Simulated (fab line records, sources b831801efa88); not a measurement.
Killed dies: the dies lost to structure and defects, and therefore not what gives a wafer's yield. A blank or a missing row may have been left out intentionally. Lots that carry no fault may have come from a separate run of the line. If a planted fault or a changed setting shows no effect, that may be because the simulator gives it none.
A sampling plan put to the test | flow gf180mcu | one line in one fab, 16 faults in these records, each fault weighed on the records of the lots it struck
The line's own looks make up the plan; these are the steps of the route where a gauge or inspection reads the wafer and leaves it unchanged. Where struck wafers have a number at a look and the file lists that look's usual mean and standard deviation on fault-free wafers, the look can be judged. Caught: a look later than the fault's first step finds the struck wafers' mean 4 or more of those standard deviations (sigma) from the usual mean. On the tool: the fault's steps, tested the same way using the tool's own readings. Caught also covers a different recipe on the struck wafers, or a record left blank for those wafers only.

== THE FAULTS, as the simulator had put them in ==
1. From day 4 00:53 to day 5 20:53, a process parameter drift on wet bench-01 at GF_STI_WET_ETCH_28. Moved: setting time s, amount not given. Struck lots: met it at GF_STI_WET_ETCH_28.
2. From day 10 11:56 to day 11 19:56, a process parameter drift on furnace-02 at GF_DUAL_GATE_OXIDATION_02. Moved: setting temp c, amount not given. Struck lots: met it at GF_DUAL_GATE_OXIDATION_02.
3. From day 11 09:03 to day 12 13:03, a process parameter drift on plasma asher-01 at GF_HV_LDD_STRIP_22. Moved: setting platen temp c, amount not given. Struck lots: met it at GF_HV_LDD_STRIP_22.
4. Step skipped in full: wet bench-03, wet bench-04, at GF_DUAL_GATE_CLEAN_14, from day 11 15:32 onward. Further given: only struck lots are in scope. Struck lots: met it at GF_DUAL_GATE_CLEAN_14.
5. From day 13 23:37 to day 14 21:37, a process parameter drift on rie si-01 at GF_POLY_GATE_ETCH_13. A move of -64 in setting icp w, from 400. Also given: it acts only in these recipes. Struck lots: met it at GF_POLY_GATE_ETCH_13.
6. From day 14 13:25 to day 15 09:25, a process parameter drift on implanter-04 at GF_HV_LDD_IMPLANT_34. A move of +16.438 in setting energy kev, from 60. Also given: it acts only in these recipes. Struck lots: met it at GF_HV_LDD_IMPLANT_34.
7. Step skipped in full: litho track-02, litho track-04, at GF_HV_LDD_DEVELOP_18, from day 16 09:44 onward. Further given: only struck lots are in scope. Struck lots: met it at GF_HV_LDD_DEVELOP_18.
8. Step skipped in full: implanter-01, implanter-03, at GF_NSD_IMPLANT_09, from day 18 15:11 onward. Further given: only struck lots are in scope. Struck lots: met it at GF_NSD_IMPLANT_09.
9. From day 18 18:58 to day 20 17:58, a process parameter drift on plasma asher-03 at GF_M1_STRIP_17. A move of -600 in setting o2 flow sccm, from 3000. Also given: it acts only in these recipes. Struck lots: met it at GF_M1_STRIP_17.
10. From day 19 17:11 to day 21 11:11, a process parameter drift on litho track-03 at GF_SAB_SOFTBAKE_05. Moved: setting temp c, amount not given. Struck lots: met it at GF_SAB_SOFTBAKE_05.
11. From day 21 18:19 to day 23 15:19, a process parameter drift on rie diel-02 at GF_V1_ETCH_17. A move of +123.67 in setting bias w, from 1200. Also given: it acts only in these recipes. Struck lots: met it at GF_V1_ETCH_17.
12. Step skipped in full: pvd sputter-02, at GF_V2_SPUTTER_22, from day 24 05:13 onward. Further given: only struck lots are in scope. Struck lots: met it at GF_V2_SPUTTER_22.
13. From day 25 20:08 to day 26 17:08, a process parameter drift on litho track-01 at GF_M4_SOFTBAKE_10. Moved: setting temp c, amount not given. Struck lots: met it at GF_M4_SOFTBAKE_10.
14. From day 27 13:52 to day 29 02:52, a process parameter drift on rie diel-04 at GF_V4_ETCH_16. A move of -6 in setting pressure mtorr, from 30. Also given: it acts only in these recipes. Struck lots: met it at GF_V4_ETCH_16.
15. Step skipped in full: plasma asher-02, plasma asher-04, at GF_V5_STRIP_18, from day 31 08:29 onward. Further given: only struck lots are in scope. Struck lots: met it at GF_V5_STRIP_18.
16. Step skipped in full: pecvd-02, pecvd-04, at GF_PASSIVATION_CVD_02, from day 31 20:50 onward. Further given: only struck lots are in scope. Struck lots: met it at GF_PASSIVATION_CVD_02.

== WHAT THE PLAN SAW ==
fault | on the tool itself                               | first look that catches it                      | reading, sigma                             | median hours from its first step to that look | hours from the fault's start to the first struck lot there | judged looks passed uncaught
1     | only faintly: run length s +3.7 sigma            | none of the 2 looks that can be judged after it | -                                          | -                                             | -                                                          | 2
2     | tube center temp C +40 sigma                     | no look after it can be judged                  | -                                          | -                                             | -                                                          | 0
3     | strip time to endpoint s -29 sigma               | no look after it can be judged                  | -                                          | -                                             | -                                                          | 0
4     | the tool's record is blank for the struck wafers | none of the 2 looks that can be judged after it | -                                          | -                                             | -                                                          | 2
5     | rf fwd power W -43 sigma                         | not the one look that can be judged after it    | -                                          | -                                             | -                                                          | 1
6     | beam energy keV +99 or beyond sigma              | GF_HV_LDD_RS_MEAS_53                            | HV_LDD_RS -19                              | 22.6                                          | 25                                                         | 1
7     | the tool's record is blank for the struck wafers | no look after it can be judged                  | -                                          | -                                             | -                                                          | 0
8     | the tool's record is blank for the struck wafers | GF_NSD_TW_MEAS_12                               | NSD_TW -24                                 | 0.4                                           | 2                                                          | 0
9     | o2 flow sccm -71 sigma                           | no look after it can be judged                  | -                                          | -                                             | -                                                          | 0
10    | heater power total W +99 or beyond sigma         | not the one look that can be judged after it    | -                                          | -                                             | -                                                          | 1
11    | bias w +36 sigma                                 | not the one look that can be judged after it    | -                                          | -                                             | -                                                          | 1
12    | the tool's record is blank for the struck wafers | no look after it can be judged                  | -                                          | -                                             | -                                                          | 0
13    | heater power total W -20 sigma                   | not the one look that can be judged after it    | strongest: cd nm at GF_M4_CD_MEAS_14, +2.9 | -                                             | -                                                          | 1
14    | chamber pressure mTorr -99 or beyond sigma       | no look after it can be judged                  | -                                          | -                                             | -                                                          | 0
15    | the tool's record is blank for the struck wafers | no look after it can be judged                  | -                                          | -                                             | -                                                          | 0
16    | the tool's record is blank for the struck wafers | no look after it can be judged                  | -                                          | -                                             | -                                                          | 0
A dash: this means the fault isn't caught or the number doesn't appear in these records.

Caught at a look: 2 of 16. Caught on the tool: 15 of 16. By one or the other: 15 of 16.
On the tool alone, faults 2, 3, 4, 5, 7, 9, 10, 11, 12, 13, 14, 15, 16 were caught.
Caught by neither: fault 1.

== THINNER SAMPLING ==
Were the look that catches a fault to measure just every second or every third lot (counted by lot number), the first struck lot would, at worst, be measured this late:
fault | struck lots at that look, in order of time | every lot | every second lot | every third lot
6     | L211, L212                                 | 25 h      | 39 h             | may miss all 2
8     | L576, L577, L578                           | 2 h       | 13 h             | 29 h
Hours count from the start of the fault until the first struck lot that is measured. 4 sigma limit: tested on the pooled struck wafers, so a lone lot may be under it. Other struck lots may not be in these records.

== THE LONGEST TIMED WAY FROM STEP TO LOOK ==
Fault 6: the median time between GF_HV_LDD_IMPLANT_34 and GF_HV_LDD_RS_MEAS_53 is 22.6 hours. The look between them that can be judged stayed within 4 sigma: GF_HV_LDD_TW_MEAS_38.
